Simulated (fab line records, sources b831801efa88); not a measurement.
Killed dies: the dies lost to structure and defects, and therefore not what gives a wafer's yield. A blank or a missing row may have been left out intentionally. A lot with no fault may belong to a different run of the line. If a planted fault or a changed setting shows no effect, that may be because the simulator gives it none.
Code-filled problem report in 8D (eight disciplines) form	flow sky130	the parts of the form that need people (team, actions taken, sign-off) are left out

1. WHAT WENT WRONG
Wafers without a fault read 1999.9 rpm, standard deviation 1.2; spin-speed-rpm at SKY_PAD_OPEN_COAT_02 reads a mean of 2086.7 rpm on 6 wafers belonging to 2 lots. Measured from the usual mean, that is +72 standard deviations.
The step: resist thk 3000 nm.
Seen first at day 47 01:56 on litho-track-02, wafer L810.2. The record holds 33 wafers of 11 lots with a number at this step. By rule, "out" or "out of limits" means more than 4 standard deviations away from the usual mean. The rest of the wafers with a number are treated as sound.

2. WHAT IT IS AND WHAT IT IS NOT
question	is	is not
which readings at this step	spin-speed-rpm	-
which lots	L809, L810	L804, L805, L806, L815, L816, L818, L819, L821, L823
which wafers of those lots	all that have a number	-
read on which tools	litho-track-02	litho-track-03, litho-track-04
when	from day 47 01:56	up to then (9 sound wafers); but 18 sound wafers of L815, L816, L818, L819, L821, L823 came after

3. WHAT RULES OUT EACH SUSPECT
Counting: a tool at any process step up to the reading remains a suspect when it ran all the lots that are out and ran no sound lot after the first of those.
- litho-track-02 at SKY_PAD_OPEN_COAT_02 (resist thk 3000 nm): kept. Every lot that is out went through it, starting with L810 (day 47 01:56), and after that it ran no sound lot; the last sound lot it ran before then is L806 (day 45 18:36). Its own spin-speed-rpm readings are out on those wafers.
Left after counting: litho-track-02 at SKY_PAD_OPEN_COAT_02.

4. THE CAUSE (what the simulator had put in)
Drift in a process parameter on litho-track-02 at SKY_PAD_OPEN_COAT_02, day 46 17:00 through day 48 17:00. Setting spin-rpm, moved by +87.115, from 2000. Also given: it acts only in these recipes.
After counting, this tool was the only one left.

5. SEQUENCE OF EFFECTS, ordered by route
One row per reading whose mean, taken over the struck wafers that have a number, lies over 3 standard deviations from the usual. Readings are gone through only where the record gives a usual standard deviation; hours: the median, over the lots, of the time from a lot's start at the first step in this table giving one to that lot's start at this step; sigmas: the change measured in usual standard deviations.
hours	step	reading	usual	on struck wafers	change	sigmas
0	SKY_PAD_OPEN_COAT_02	spin-speed-rpm	1999.9 rpm	2086.7	+86.8	+72
Its process steps:
- SKY_PAD_OPEN_COAT_02: resist thk 3000 nm.

6. HOW IT WOULD HAVE BEEN CAUGHT EARLIER
9 hours passed between the start of the fault at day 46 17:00 and the first reading out of limits in this record, taken at day 47 01:56.
